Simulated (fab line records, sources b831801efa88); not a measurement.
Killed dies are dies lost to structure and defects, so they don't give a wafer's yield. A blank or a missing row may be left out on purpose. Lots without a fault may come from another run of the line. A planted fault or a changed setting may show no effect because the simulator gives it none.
A struck lot beside a sound one | flow gf180mcu | 15 steps out of a route of 602
Sound: wafers L114.1, L114.5, L114.6. Struck: wafers L125.2, L125.5, L125.6. The cause comes at the end.
At each step with rows: each side's tool, then ch and its chambers, then its first start. Under that, the readings that differ: sound wafers | struck wafers | difference of the means | sigmas: that difference in standard deviations of wafers without a fault.
alike: readings whose means differ by less than 2 such deviations, and words and numbers that are the same on both sides. not compared: withheld readings, readings that some wafer has no value for, bounds like >300 that may hide the same value, and numbers for which the record gives no deviation and whose values overlap.
The two part at a step that has a row with sigmas, a row that says differs or no value, or rows on one side only. Numbers that don't overlap but have no deviation are shown without sigmas and don't part them. A reading that every wafer of one side lacks parts them only if that side has two wafers or more.

first, 7 steps without rows for these wafers: GF_HV_LDD_DEHYDRATE_24 (time 60 s); GF_HV_LDD_HMDS_25 (prime time 60 s); GF_HV_LDD_COAT_26 (resist thk 1000 nm); GF_HV_LDD_SOFTBAKE_27 (time 60 s); GF_HV_LDD_EXPOSE_28 (exposes mask Nplus HV AREA, target cd 400 nm); GF_HV_LDD_PEB_29; GF_HV_LDD_DEVELOP_30 (develop time 60 s).
GF_HV_LDD_CD_MEAS_31: target cd 400 nm.
  sound on cd_sem-01, day 11 06:28; struck on cd_sem-01, day 15 09:54
  alike: cd_nm
GF_HV_LDD_OVL_MEAS_32:
  sound on overlay-01, day 11 06:35; struck on overlay-02, day 15 10:01
  alike: HV_LDD_02_OVL
then, 3 steps without rows for these wafers: GF_HV_LDD_IMPLANT_33; GF_HV_LDD_IMPLANT_34; GF_HV_LDD_IMPLANT_35.
GF_HV_LDD_IMPLANT_36:
  sound on implanter-01 ch 0, day 11 07:04; struck on implanter-02 ch 0, day 15 10:31
  reading                | sound                | struck               | difference | sigmas
  rotation_deg (degrees) | 269.98 270.02 270.00 | 348.56 348.40 348.53 | +78.50     | +99 or more
GF_HV_LDD_STRIP_37: strips in O2/N2.
  sound on plasma_asher-03 ch 0,1, day 11 07:13; struck on plasma_asher-04 ch 0,1, day 15 10:38
  alike: drypump_motor_current_A, heater_power_w, oes_product_au, strip_time_to_endpoint_s
  not compared: rf_hours_counter_h
-- the record jumps here: 17 days lie between the struck wafers' starts before and after (it left off in module HV_LDD and takes up again in module PASSIVATION, whose first step shown is number 602 of the route) --
GF_PASSIVATION_PROBE_99:
  the record has rows for the struck wafers here (prober-02, day 32 08:43) and none for the sound ones

WHERE THEY PART
First at GF_HV_LDD_IMPLANT_36; last, within this record, at GF_PASSIVATION_PROBE_99.

WHY: what the simulator had put in
Process parameter drift: implanter-02, from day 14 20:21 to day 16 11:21, at GF_HV_LDD_IMPLANT_36. Setting rotation_deg, moved by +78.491, from 270. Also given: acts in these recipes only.
